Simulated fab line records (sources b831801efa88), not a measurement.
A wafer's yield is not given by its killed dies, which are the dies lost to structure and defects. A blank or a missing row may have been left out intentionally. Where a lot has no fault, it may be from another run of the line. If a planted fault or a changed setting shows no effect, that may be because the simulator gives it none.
2 desks looking at one fault + flow sky130 + each desk holds nothing but its own numbers, with what lay behind them at the end

== FROM THE METROLOGY DESK ==
Lot by lot, what the gauges showed, no matter which tool ran the lot: averages of those sampled wafers that carry a number. A lot is out of limits, marked OUT, if its mean lies more than 4 standard deviations from the usual mean; the brackets give that distance.
Columns: A = VIA4_OVL at SKY_VIA4_OVL_MEAS_11, usual 1.1 nm; B = VIA4_W_RS at SKY_VIA4_RS_MEAS_19, usual 0.2245 ohm/sq
| lot  | first seen here | A    | B      |
|------|-----------------|------|--------|
| L503 | day 44 03:28    | 0.7  | 0.2219 |
| L504 | day 44 12:25    | 1.7  | 0.2251 |
| L505 | day 44 21:55    | -0.2 | 0.2245 |
| L506 | day 45 01:49    | 0.2  | 0.2215 |
| L507 | day 45 08:37    | 2.1  | 0.2256 |
| L513 | day 46 11:07    | -0.5 | 0.2250 |
| L517 | day 47 11:01    | 2.4  | 0.2210 |
| L518 | day 47 15:19    | 1.6  | 0.2217 |
| L519 | day 47 21:32    | 3.2  | 0.2254 |
| L520 | day 48 07:47    | 0.0  | 0.2250 |
| L521 | day 48 18:25    | 1.5  | 0.2225 |
| L522 | day 49 00:28    | 0.7  | 0.2244 |
This desk's verdict: no lot among the 12 shows anything out of limits.

== THE TOOL OWNER'S DESK: pecvd-02 ==
The tool's own readings at SKY_PASSIVATION_CVD_02 (deposits Si3N4, target thk 540 nm): means of the sampled wafers that have a number, for each lot that ran on this tool. A lot is out of limits, marked OUT, if its mean lies more than 4 standard deviations from the usual mean; the brackets give that distance.
Columns: A = heater-power-outer-w at SKY_PASSIVATION_CVD_02, usual 412 W; B = heater-power-w at SKY_PASSIVATION_CVD_02, usual 686 W; C = rf-fwd-power-W at SKY_PASSIVATION_CVD_02, usual 449.2 W
| lot  | first seen here | A   | B   | C     |
|------|-----------------|-----|-----|-------|
| L503 | day 45 03:59    | 401 | 653 | 449.7 |
| L504 | day 45 12:53    | 430 | 716 | 449.1 |
| L506 | day 46 01:00    | 421 | 692 | 448.9 |
| L507 | day 46 08:20    | 406 | 658 | 448.6 |
| L513 | day 47 10:09    | 395 | 652 | 448.6 |
This desk's verdict: no lot among the 5 shows anything out of limits.

== TAKEN TOGETHER ==
From the metrology desk's view, nothing was out of limits.
The tool owner's desk saw nothing out of limits.

== WHAT THE SIMULATOR PUT IN ==
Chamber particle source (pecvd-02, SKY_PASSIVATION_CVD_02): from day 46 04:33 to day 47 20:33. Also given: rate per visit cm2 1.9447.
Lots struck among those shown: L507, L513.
